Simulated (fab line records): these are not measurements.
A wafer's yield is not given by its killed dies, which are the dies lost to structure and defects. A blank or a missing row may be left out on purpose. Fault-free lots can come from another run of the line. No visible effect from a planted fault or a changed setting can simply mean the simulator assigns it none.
Which tool is to blame?    flow sky130    11 lots, 33 wafers sampled, at 1 step of a route of 708

## WHAT THE GAUGES READ, wafer by wafer
SKY_VIA1_CD_MEAS_12: the cd target is 150 nm.
lot   measured      on         cd_nm (nm)
L901  day 34 11:40  cd_sem-02  149.1 149.1 149.7
L902  day 34 14:56  cd_sem-01  147.6 147.6 148.4
L903  day 34 20:17  cd_sem-01  147.9 148.4 149.4
L906  day 35 20:54  cd_sem-01  147.0 148.1 146.8
L907  day 36 12:02  cd_sem-02  150.9 150.2 149.4
L909  day 37 05:03  cd_sem-02  150.3 152.3 152.2
L911  day 37 18:13  cd_sem-02  150.5 151.6 150.1
L920  day 41 00:47  cd_sem-01  150.3 149.8 150.9
L923  day 41 11:44  cd_sem-01  152.2 154.0 150.4
L922  day 41 14:22  cd_sem-02  148.6 149.0 147.2
L921  day 41 17:57  cd_sem-02  151.6 149.8 150.0

## EACH LOT AND THE TOOL THAT RAN IT (in order: tool; ch and the chambers of the sampled wafers; start)
No process step before these readings appears in the record.

## THE ANSWER, worked out from the rows above alone
Rule: what is usual is taken from the lots themselves. Put in order of their means at a reading, lots are off if they are a third of the lots or fewer, leave a main group of 4 or more, and stand apart from it by a gap of 3 or more times the standard deviation of the main group's means; of several such gaps the widest counts. Not used: any main group whose means are identical at the precision the tables above print for the reading. A lot without any number at a reading at which 4 lots or more have one is off too. Where the step has rows for the other lots, those lots are counted as sound.
Nothing can be told from this: no lot is off at any reading shown.

## WHAT HAD BEEN PUT IN BY THE SIMULATOR
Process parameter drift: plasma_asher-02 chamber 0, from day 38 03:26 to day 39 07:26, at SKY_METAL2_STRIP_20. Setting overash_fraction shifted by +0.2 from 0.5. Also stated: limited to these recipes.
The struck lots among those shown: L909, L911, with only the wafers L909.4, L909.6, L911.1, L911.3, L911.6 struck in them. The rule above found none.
